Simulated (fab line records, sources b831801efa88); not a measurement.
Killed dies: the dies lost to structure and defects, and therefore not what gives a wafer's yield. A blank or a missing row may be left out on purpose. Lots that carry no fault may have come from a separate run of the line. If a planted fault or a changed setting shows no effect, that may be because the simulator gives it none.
Struck lot and sound lot, side by side    flow gf180mcu    14 out of 602 route steps
Sound: these wafers, L997.1, L997.4, L997.6. Struck: wafers L105.1, L105.2, L105.5. The cause is given at the end.
For every step that has rows: the tool of each side, followed by ch and its chambers, followed by its first start. Under that, the readings that differ: sound wafers    struck wafers    difference of the means    sigmas: that difference in standard deviations of wafers without a fault.
alike: a reading whose means differ by less than 2 such deviations, as well as words and numbers matching on both sides. not compared: withheld readings; readings where some wafer has no value; bounds like >300 that might hide an equal value; numbers whose values overlap and for which the record gives no deviation.
A row with sigmas, a row that says differs or no value, or rows on one side alone: a step with any of these is where the two part. When numbers do not overlap yet have no deviation, they are printed without sigmas and do not part them. A reading that every wafer of one side lacks parts them only if that side has two wafers or more.

GF_M4_SPUTTER_01: material TiN, target thk 30 nm, time 25 s.
  struck on pvd-sputter-03, day 28 12:07; sound on pvd-sputter-03, day 26 07:44
  alike: throttle-valve-pct
GF_M4_SPUTTER_02: material AlCu, target thk 450 nm, time 23.9 s.
  struck on pvd-sputter-03, day 28 12:09; sound on pvd-sputter-03, day 26 07:46
  alike: throttle-valve-pct
GF_M4_SPUTTER_03: material Ti, target thk 10 nm, time 6.7 s.
  struck on pvd-sputter-03, day 28 12:11; sound on pvd-sputter-03, day 26 07:47
  alike: throttle-valve-pct
GF_M4_SPUTTER_04: material TiN, target thk 50 nm, time 41.7 s.
  struck on pvd-sputter-03, day 28 12:12; sound on pvd-sputter-03, day 26 07:49
  alike: throttle-valve-pct
GF_M4_RS_MEAS_05: uses a four-point probe to measure.
  struck on film-metro-01, day 28 12:14; sound on film-metro-01, day 26 07:51
  alike: M4_ALCU_RS
GF_M4_THK_MEAS_06: measures by xrf.
  struck on film-metro-01, day 28 12:22; sound on film-metro-01, day 26 07:58
  alike: M4_ALCU_THK
then, 6 steps without rows for these wafers: GF_M4_DEHYDRATE_07 (time 60 s); GF_M4_HMDS_08 (prime time 60 s); GF_M4_COAT_09 (resist thk 1000 nm); GF_M4_SOFTBAKE_10 (time 60 s); GF_M4_EXPOSE_11 (exposes mask Metal4, target cd 280 nm); GF_M4_PEB_12 (peb time 90 s).
GF_M4_DEVELOP_13: develop time 60 s.
  struck on litho-track-03, day 29 07:09; sound on litho-track-03 ch 0, day 27 03:36
  no value came back on the struck wafers for chill-plate-temp-C (C), develop-time-s (s); on the sound wafers chill-plate-temp-C (C) reads 22.83 23.03 23.00
reading                              sound              struck             difference  sigmas
model.KrF_of_M4_COAT_09.thk-nm (nm)  986.8 991.8 985.1  996.5 996.6 998.4  +9.3        
GF_M4_CD_MEAS_14: target cd 280 nm.
  struck on cd-sem-02, day 29 07:18; sound on cd-sem-01, day 27 03:45
reading     sound              struck  difference                     sigmas
cd-nm (nm)  279.7 279.0 279.8  - - -   no value on the struck wafers  

== WHERE THEY PART ==
Last at GF_M4_CD_MEAS_14 as far as this record goes, first at GF_M4_DEVELOP_13.

WHY: what the simulator had put in
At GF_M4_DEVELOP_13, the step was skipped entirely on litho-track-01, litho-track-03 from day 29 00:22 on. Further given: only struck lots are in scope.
